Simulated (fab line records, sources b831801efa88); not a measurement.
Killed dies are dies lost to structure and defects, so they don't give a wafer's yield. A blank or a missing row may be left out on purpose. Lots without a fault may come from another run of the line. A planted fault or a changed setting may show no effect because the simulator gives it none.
fab line records | flow sky130
record lots=5 wafers=15 last_day=50
route steps=708 shown METAL1@446 VIA1@458 METAL2@483 PAD_OPEN@708
lots that met no fault: from a run of the same line without faults
start_h: hours from the record's first day to the start of the lot's first wafer shown | wait_h: hours since the lot's step before | " the same as in the row above | L1.1+2: a row that stands for several wafers | - no value, or no start given | * or withheld: withheld | < > ~ a bound
route shown NAME@n: a module of which the file shows steps, and the number in the route of the first | usual: mean/standard deviation of fault-free wafers | same: alike in all rows | chamber/n: place in a boat | sites: the reading at each site | _std_site: their standard deviation | _edge_site: outer sites' mean less inner sites' | radius_mm: how far each site lies from the wafer's centre | mask NAME#n: copy n | behind: the tool/chamber that last shaped the wafer | hold: why the lot was held/for how many hours/how that ended | device: the transistor (n, p or np) that didn't switch | end of line: the same wafers' tests at the end of the route | a step without rows: its recipe alone | killed: dies lost to structure and defects at the first sort, not the wafer's yield | map: a wafer's dies, x killed, . not, _ none there
set.NAME: the setting as run; set.NAME@STEP: as run at that earlier step | model.NAME: the simulator's own value behind a step, which no gauge read
lots at some steps of the route; a table a step, a row a wafer
services: from which hour (start_h, from the record's first day; less than 0 if before it) a tool's chamber was out of use, for how many hours, and why
## steps
# step SKY_METAL1_EXPOSE_12
# recipe mask_id=MM1 na=0.8 source_shape=annular sigma_inner=0.55 sigma_outer=0.85 target_cd_nm=140 dose_mj=28
# step SKY_METAL1_PEB_13
# recipe peb_temp_c=withheld peb_time_s=withheld resist=KrF-thick
# step SKY_METAL1_DEVELOP_14
# recipe develop_time_s=60 resist=KrF-thick dev_temp_c=21
# step SKY_METAL1_DESCUM_17
# recipe chemistry=O2 source_power_w=150 bias_power_w=0 pressure_mtorr=10 temp_c=40 time_s=8
# step SKY_METAL1_ETCH_18
# recipe chemistry=N2/H2 target=BARC ion_energy_ev=200 bias_w=100 pressure_mtorr=30 n2_flow_sccm=100 h2_flow_sccm=200 icp_w=500 stop_on=SiO2 time_s=45.9 target_depth_a=600
# step SKY_METAL1_METAL_ETCH_19
# recipe target_depth_a=3600 stop_on=SiO2 over_etch_frac=0.3 time_s=78 chemistry=Cl2/BCl3 resist_sidewall_deg=88 pressure_mtorr=10 icp_w=900 bias_w=48.5 Cl2_flow_sccm=60 bcl3_flow_sccm=30
# step SKY_METAL1_STRIP_20
# recipe chemistry=O2/N2 power_w=1400 pressure_mtorr=1500 platen_temp_c=withheld o2_flow_sccm=3000 n2_flow_sccm=300 overash_fraction=0.5
# step SKY_METAL1_STRIP_21
# recipe chemistry=post_etch_residue_remover time_s=1200 temp_c=72.5
# step SKY_METAL1_CLEAN_22
# recipe chemistry=IPA time_s=180 temp_c=25
# step SKY_METAL1_CLEAN_23
# recipe chemistry=O3/DIW dry=n2_spin
# step SKY_VIA1_HDPCVD_00
# recipe material=SiO2 target_thk_nm=1030 sigma_open_frac=0.3 time_s=171.7 temp_c=400 sih4_flow_sccm=60 pressure_mtorr=6
# same time_s=171.7
# columns lot.wafer tool chamber start_h wait_h
L815.4+5+6 hdpcvd-02 0,2,1 813.71 0.1
L814.1+3+4 hdpcvd-02 0,1,2 818.25 0.0
L817.2+3+4 hdpcvd-02 1,2,0 831.55 0.0
L827.2+3+4 hdpcvd-02 2,1,2 909.14 0.0
L831.2+3+4 hdpcvd-01 0,1,2 931.50 0.0
# step SKY_VIA1_CMP_02
# recipe material=SiO2 down_force_psi=4 platen_rpm=60 pad_velocity_m_s=0.94248
# step SKY_VIA1_DEHYDRATE_04
# recipe temp_c=200 time_s=60
# step SKY_VIA1_HMDS_05
# recipe prime_time_s=60 prime_temp_c=120
# step SKY_VIA1_COAT_06
# recipe resist=BARC temp_c=withheld time_s=withheld spin_rpm=3000 resist_thk_nm=60
# step SKY_VIA1_COAT_07
# recipe resist=KrF-thick spin_rpm=3000 resist_thk_nm=450
# step SKY_VIA1_SOFTBAKE_08
# recipe temp_c=100 time_s=90 resist=KrF-thick
# step SKY_VIA1_EXPOSE_09
# recipe mask_id=VIM na=0.8 source_shape=annular sigma_inner=0.55 sigma_outer=0.85 target_cd_nm=150 dose_mj=38
# step SKY_VIA1_PEB_10
# recipe peb_temp_c=withheld peb_time_s=withheld resist=KrF-thick
# step SKY_VIA1_DEVELOP_11
# recipe develop_time_s=60 resist=KrF-thick dev_temp_c=21
# step SKY_VIA1_ETCH_14
# recipe chemistry=N2/H2 target=BARC ion_energy_ev=200 source_w=500 bias_w=100 pressure_mtorr=30 n2_flow_sccm=100 h2_flow_sccm=200 stop_on=SiO2 time_s=45.9 target_depth_a=600
# step SKY_VIA1_ETCH_15
# recipe target=SiO2 chemistry=C4F8/O2/Ar target_depth_nm=351 stop_on=TiN mask_material=KrF-thick source_w=1500 bias_w=1200 pressure_mtorr=40 c4f8_flow_sccm=withheld O2_flow_sccm=6 Ar_flow_sccm=300 time_s=54
# step SKY_VIA1_STRIP_16
# recipe chemistry=O2/N2 power_w=1400 pressure_mtorr=1500 platen_temp_c=withheld o2_flow_sccm=3000 n2_flow_sccm=300 overash_fraction=0.5
# step SKY_VIA1_STRIP_17
# recipe chemistry=post_etch_residue_remover time_s=1200 temp_c=72.5
# step SKY_VIA1_CLEAN_18
# recipe chemistry=IPA time_s=180 temp_c=25
# step SKY_VIA1_CLEAN_19
# recipe chemistry=O3/DIW dry=n2_spin
# step SKY_VIA1_SPUTTER_20
# recipe material=TiN target_thk_nm=20 chamber_pressure_pa=5 power_w=4000 time_s=80
# step SKY_VIA1_CVD_21
# recipe material=W target_thk_nm=270 time_s=80.902 temp_c=400 pressure_torr=40
# step SKY_VIA1_CMP_24
# recipe stop_on=SiO2 t_overpolish_s=15 down_force_psi=3.5 platen_rpm=60 target_thk_nm=0 pad_velocity_m_s=0.94248
# step SKY_METAL2_SPUTTER_00
# recipe material=Ti target_thk_nm=15 power_w=3000 time_s=10 chamber_pressure_pa=0.4
# step SKY_METAL2_SPUTTER_01
# recipe material=TiN target_thk_nm=20 power_w=6500 time_s=16.7 chamber_pressure_pa=0.4
# step SKY_METAL2_SPUTTER_02
# recipe material=AlCu target_thk_nm=250 power_w=10600 time_s=13.3 chamber_pressure_pa=0.4
# step SKY_METAL2_SPUTTER_03
# recipe material=Ti target_thk_nm=5 power_w=3000 time_s=3.3 chamber_pressure_pa=0.4
# step SKY_METAL2_SPUTTER_04
# recipe material=TiN target_thk_nm=70 power_w=6500 time_s=58.3 chamber_pressure_pa=0.4
# step SKY_PAD_OPEN_PROBE_99
# usual defect_limited_yield=82.1/2 killed_at_M0_to_M3=43/6.4 killed_at_M4_up=3.2/1.8 killed_at_contacts=25/5.5 killed_at_front_end=16/5.2 killed_at_other=0.3/0.49 killed_dies=88/10 killed_on_rim=17/3.9 killed_open=48/7 killed_short=40/7.1 sort_bin_3_pad_short=0.9/0.42 sort_bin_5_function=10.5/1.6 sort_bin_6_memory=6.5/1.2 sort_n_pass=404/10 sort_yield_pct=82.1/2
# same gross_dies=492 killed_at_back_side=0 sort_bin_4_leakage[%]=0 sort_bin_8_speed[%]=0
# columns lot.wafer tool chamber start_h wait_h defect_limited_yield[%] killed_at_M0_to_M3 killed_at_M4_up killed_at_contacts killed_at_front_end killed_at_other killed_dies killed_on_rim killed_open killed_short sort_bin_3_pad_short[%] sort_bin_5_function[%] sort_bin_6_memory[%] sort_n_pass sort_yield_pct[%] model.etest.tester.sort_n_pass model.etest.tester.sort_yield_pct model.etest.tester.sort_bin_5_pct model.etest.tester.sort_bin_3_pct
L815.4 prober-01 - 1112.54 0.2 81.1 44 5 26 18 0 93 17 49 44 1.0 13.4 4.5 399 81.1 399 81.1 13.41 1.016
L815.5 prober-01 - 1112.59 0.2 73.4 92 3 20 15 1 131 33 38 38 5.3 14.6 6.7 361 73.4 361 73.37 14.63 5.285
L815.6 prober-01 - 1112.64 0.2 80.1 50 3 32 13 0 98 19 51 47 1.4 11.4 7.1 394 80.1 394 80.08 11.38 1.423
L814.1 prober-02 - 1115.55 0.1 85.2 37 5 19 10 2 73 13 40 33 1.0 7.3 6.5 419 85.2 419 85.16 7.317 1.016
L814.3 prober-02 - 1115.65 0.2 83.5 39 2 27 13 0 81 19 51 30 0.4 10.4 5.7 411 83.5 411 83.54 10.37 0.4065
L814.4 prober-02 - 1115.70 0.2 75.4 95 0 18 8 0 121 28 35 27 6.7 12.2 5.7 371 75.4 371 75.41 12.2 6.707
L817.2 prober-02 - 1126.79 0.1 80.7 52 5 20 18 0 95 12 48 47 1.4 11.0 6.9 397 80.7 397 80.69 10.98 1.423
L817.3 prober-02 - 1126.84 0.2 68.9 98 5 23 27 0 153 35 54 45 5.3 20.1 5.7 339 68.9 339 68.9 20.12 5.285
L817.4 prober-02 - 1126.89 0.2 82.3 50 2 21 14 0 87 13 53 34 0.8 9.3 7.5 405 82.3 405 82.32 9.35 0.813
L827.2 prober-01 - 1181.88 0.1 82.1 39 4 32 13 0 88 14 54 34 0.6 13.0 4.3 404 82.1 404 82.11 13.01 0.6098
L827.3 prober-01 - 1181.93 0.2 85.6 37 3 19 12 0 71 21 37 34 0.6 8.7 5.1 421 85.6 421 85.57 8.74 0.6098
L827.4 prober-01 - 1181.98 0.2 81.1 43 2 34 14 0 93 24 53 40 1.0 10.2 7.7 399 81.1 399 81.1 10.16 1.016
L831.2 prober-01 - 1198.50 0.1 82.1 51 4 23 10 0 88 19 46 42 0.8 10.8 6.3 404 82.1 404 82.11 10.77 0.813
L831.3 prober-01 - 1198.55 0.2 80.7 59 1 17 18 0 95 20 49 46 0.6 10.4 8.3 397 80.7 397 80.69 10.37 0.6098
L831.4 prober-01 - 1198.60 0.2 82.5 40 3 31 12 0 86 12 44 42 0.6 11.8 5.1 406 82.5 406 82.52 11.79 0.6098
# killed by level:class
L815.4 VIA3:geometric_particle:open=10 METAL1:geometric_particle:short=8 CONTACT:geometric_particle:open=7 LOCAL_INTERCONNECT:geometric_particle:short=6 CONTACT:geometric_particle:short=6 VIA1:geometric_particle:open=6 VIA2:geometric_particle:open=6 FIELD_ISO:geometric_particle:open=4
L815.5 VIA1:unspecified=55 CONTACT:geometric_particle:open=8 VIA3:geometric_particle:open=7 METAL1:geometric_particle:short=6 LOCAL_INTERCONNECT:geometric_particle:short=5 VIA2:geometric_particle:short=5 FIELD_ISO:geometric_particle:open=4 SPACER:geometric_particle:open=4
L815.6 METAL1:geometric_particle:short=10 VIA1:geometric_particle:open=10 CONTACT:geometric_particle:open=9 LI_CONTACT:geometric_particle:open=8 VIA3:geometric_particle:open=8 LOCAL_INTERCONNECT:geometric_particle:short=7 CONTACT:geometric_particle:short=6 METAL2:geometric_particle:short=6
L814.1 VIA1:geometric_particle:open=9 CONTACT:geometric_particle:open=8 METAL1:geometric_particle:short=7 CONTACT:geometric_particle:short=5 LI_CONTACT:geometric_particle:open=4 VIA3:geometric_particle:open=4 VIA1:geometric_particle:short=4 METAL2:geometric_particle:short=4
L814.3 VIA1:geometric_particle:open=14 LI_CONTACT:geometric_particle:open=11 VIA3:geometric_particle:open=8 CONTACT:geometric_particle:open=8 FIELD_ISO:geometric_particle:open=4 POLY_GATE:geometric_particle:short=4 VIA3:geometric_particle:short=4 LOCAL_INTERCONNECT:geometric_particle:short=4
L814.4 VIA1:unspecified=59 VIA1:geometric_particle:open=10 VIA3:geometric_particle:short=6 LI_CONTACT:geometric_particle:open=5 LOCAL_INTERCONNECT:geometric_particle:open=5 VIA2:geometric_particle:open=4 VIA3:geometric_particle:open=4 FIELD_ISO:geometric_particle:short=3
L817.2 VIA1:geometric_particle:open=14 VIA1:geometric_particle:short=13 CONTACT:geometric_particle:open=10 FIELD_ISO:geometric_particle:short=6 LI_CONTACT:geometric_particle:open=6 VIA3:geometric_particle:open=6 METAL1:geometric_particle:short=5 METAL4:geometric_particle:short=5
L817.3 VIA1:unspecified=54 CONTACT:geometric_particle:open=11 FIELD_ISO:geometric_particle:open=10 VIA2:geometric_particle:open=10 VIA1:geometric_particle:open=7 METAL1:geometric_particle:short=6 FIELD_ISO:geometric_particle:short=5 LI_CONTACT:geometric_particle:open=5
L817.4 VIA1:geometric_particle:open=12 CONTACT:geometric_particle:open=11 VIA3:geometric_particle:open=10 VIA1:geometric_particle:short=8 METAL1:geometric_particle:short=7 FIELD_ISO:geometric_particle:open=4 POLY_GATE:geometric_particle:open=4 LI_CONTACT:geometric_particle:short=4
L827.2 CONTACT:geometric_particle:open=14 VIA1:geometric_particle:open=11 CONTACT:geometric_particle:short=7 VIA2:geometric_particle:open=7 LI_CONTACT:geometric_particle:open=6 FIELD_ISO:geometric_particle:open=5 METAL2:geometric_particle:short=5 METAL1:geometric_particle:short=4
L827.3 VIA1:geometric_particle:open=11 CONTACT:geometric_particle:short=9 METAL1:geometric_particle:short=5 CONTACT:geometric_particle:open=5 SPACER:geometric_particle:open=4 VIA1:geometric_particle:short=4 VIA3:geometric_particle:open=4 FIELD_ISO:geometric_particle:short=3
L827.4 CONTACT:geometric_particle:open=16 LI_CONTACT:geometric_particle:open=7 VIA1:geometric_particle:open=7 CONTACT:geometric_particle:short=6 METAL1:geometric_particle:short=6 METAL2:geometric_particle:short=6 POLY_GATE:geometric_particle:short=5 VIA1:geometric_particle:short=4
L831.2 CONTACT:geometric_particle:open=12 METAL1:geometric_particle:short=11 VIA1:geometric_particle:open=10 VIA2:geometric_particle:open=8 LI_CONTACT:geometric_particle:open=6 VIA1:geometric_particle:short=6 VIA2:geometric_particle:short=6 POLY_GATE:geometric_particle:short=4
L831.3 VIA1:geometric_particle:open=12 VIA2:geometric_particle:open=10 METAL1:geometric_particle:short=8 LI_CONTACT:geometric_particle:open=7 METAL2:geometric_particle:short=7 FIELD_ISO:geometric_particle:short=5 VIA2:geometric_particle:short=5 FIELD_ISO:geometric_particle:open=4
L831.4 VIA1:geometric_particle:open=11 CONTACT:geometric_particle:open=10 METAL2:geometric_particle:short=7 LI_CONTACT:geometric_particle:short=6 VIA3:geometric_particle:open=6 LOCAL_INTERCONNECT:geometric_particle:short=5 CONTACT:geometric_particle:short=5 METAL1:geometric_particle:short=5
# map L814.4 (x killed, . not)
__________...x......_________
________.........x..xx_______
______x...........x...x._____
_____x.....x......x......____
____...x...........x.x..x.___
___.x......x............xxx__
__......x.............xxxxxx_
_....x......x...x.x..xxxxxxxx
_...x............xx..xxxxxxxx
_..........x.......x.xxxxxxxx
_....................xxxxxxxx
_..x.......x.....x...x.xxxxxx
_..xx.x.xx....x.......xxxxxxx
_...x..x.........x.....xxxxxx
_....x.....x.........xx......
__.x......xx......xx........_
___x....x...........x......__
____.....x................___
_____x........x..........____
______............x.xx.._____
________.............._______
__________x.x....xx._________
# map L815.5 (x killed, . not)
__________..xx......_________
________............xx_______
______.........x.x....xx_____
_____................x...____
____xx.......x.........xx.___
___.x....x.............xxxx__
__..x...............xxx.xxxx_
_.x............x......xxxxxxx
_xx.x......x......x..xxxxxxxx
_.x.x.....x........x.xxxxxxxx
_....x.....x....x....xxxxxxxx
_..x...xx............xxxxxxxx
_...x..x..x...x.....x..xxxxxx
_.....x....x.x.xx.......x.x.x
_.......x.......xx..x...x..x.
__....x..........x.........._
___............x...x...xx..__
____x..x...x....x.........___
_____.......x....xx......____
______..........x......._____
________x........x.xxx_______
__________.x..x...x._________
## services
# columns tool chamber start_h hours kind
hdpcvd-02 0 802.25 10.7 repair
hdpcvd-01 0 805.63 5.8 repair
hdpcvd-01 0 820.38 18.9 repair
hdpcvd-01 - 847.88 3.1 repair
hdpcvd-01 - 851.02 6.0 pm
## key
first_sign step=SKY_PAD_OPEN_PROBE_99 reading=sort_bin_3_pad_short direction=up sigmas=12 usual=0.9 struck=5.8
effect step=SKY_PAD_OPEN_PROBE_99 reading=killed_at_M0_to_M3 direction=up sigmas=8.1 usual=43 struck=95
model_effect step=SKY_PAD_OPEN_PROBE_99 value=etest.tester.sort_n_pass without=404.3 struck=357
met_at SKY_VIA1_HDPCVD_00
struck_wafers L814.4,L815.5,L817.3
fault kind=chamber_particle_source tool=hdpcvd-02 chamber=2 onset_h=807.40 steps=SKY_VIA1_HDPCVD_00 rate_per_visit_cm2=2.0928 end_h=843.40
